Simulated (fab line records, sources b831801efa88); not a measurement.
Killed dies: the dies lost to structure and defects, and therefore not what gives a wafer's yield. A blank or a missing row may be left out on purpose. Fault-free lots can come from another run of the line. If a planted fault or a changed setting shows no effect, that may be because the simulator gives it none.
Problem report in the 8D (eight disciplines) form, filled by code | flow sky130 | the parts of the form that need people (team, actions taken, sign-off) are left out

== 1. PROBLEM STATEMENT ==
SONOS_TUNNEL_TW at SKY_SONOS_TUNNEL_TW_MEAS_12 reads a mean of 29.9 on 9 wafers of 3 lots; wafers without a fault read 196.1 with a standard deviation of 0.9. That is -99 or more standard deviations from the usual mean.
The first sign was on wafer L538.1 at day 17 04:33, on filmMetro-02. At this step, 36 wafers from 12 lots have a number in the record. By rule, "out" or "out of limits" means more than 4 standard deviations away from the usual mean. The rest of the wafers with a number are treated as sound.

== 2. WHAT IT IS AND WHAT IT IS NOT ==
question                    | is                         | is not
which readings at this step | SONOS_TUNNEL_TW            | -
which lots                  | L538, L539, L540           | L521, L522, L523, L524, L525, L529, L531, L533, L543
which wafers of those lots  | all that have a number     | -
read on which gauges        | filmMetro-02, filmMetro-04 | filmMetro-03
when                        | from day 17 04:33          | up to then (24 sound wafers); but 3 sound wafers of L543 came after

== 3. THE SUSPECTS, EACH WITH WHAT RULES IT OUT ==
Counting: any tool at a process step up to the reading is kept as a suspect provided that every lot that is out went through it and no sound lot did after the first of them.
- the gauge at SKY_SONOS_TUNNEL_TW_MEAS_12 has been ruled out. The wafers that are out were read on 2 gauges (filmMetro-02, filmMetro-04).
- cmp-01 at SKY_FIELD_ISO_CMP_27 (polishes, stops on Si3N4, t overpolish 16.65 s, target thk 457.8 nm): kept. It processed each lot that is out, first L538 at day 6 07:07, and no sound lot thereafter; up to then, the last sound lot it processed was L531 at day 4 18:41.
- plasmaAsher-03 at SKY_VT_ADJUST_PCH_STRIP_09 (strips in O2/N2): ruled out as a lasting fault. Sound lots L543 ran on it after its first lot that is out, L538 (day 15 23:40).
The count leaves cmp-01 at SKY_FIELD_ISO_CMP_27.

== 4. THE CAUSE (what the simulator had put in) ==
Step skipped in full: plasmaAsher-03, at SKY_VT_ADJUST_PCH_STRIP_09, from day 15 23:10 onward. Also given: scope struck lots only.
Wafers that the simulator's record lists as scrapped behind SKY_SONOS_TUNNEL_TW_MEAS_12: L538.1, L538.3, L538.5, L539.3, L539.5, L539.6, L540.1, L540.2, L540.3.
It was ruled out by counting, in error; the rule expects a fault to strike all lots run on its tool from its start on, and this fault did not.

== 5. THE CHAIN OF EFFECTS, in route order ==
One row per reading whose mean, taken over the struck wafers that have a number, lies over 3 standard deviations from the usual. Readings are gone through only where the record gives a usual standard deviation; hours: the median, over the lots, of the time from a lot's start at the first step in this table giving one to that lot's start at this step; sigmas: the change measured in usual standard deviations.
hours | step                        | reading         | usual | on struck wafers | change | sigmas
0     | SKY_SONOS_TUNNEL_TW_MEAS_12 | SONOS_TUNNEL_TW | 196.1 | 29.9             | -166.2 | -99 or more
Readings that are blank on the struck wafers while sound wafers have them: chamberPressureMTorr at SKY_VT_ADJUST_PCH_STRIP_09; drypumpMotorCurrentA at SKY_VT_ADJUST_PCH_STRIP_09; oesProductAu at SKY_VT_ADJUST_PCH_STRIP_09; stripTimeToEndpointS at SKY_VT_ADJUST_PCH_STRIP_09.

== 6. HOW IT WOULD HAVE BEEN CAUGHT EARLIER ==
The first out-of-limits reading at a measuring or inspecting step in this record came at day 17 04:33, 29 hours after the fault's start at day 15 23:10.
At SKY_VT_ADJUST_PCH_STRIP_09 the tool's readings are blank on the struck wafers, where sound wafers have them: an empty tool record is the first sign, and it was there at once.
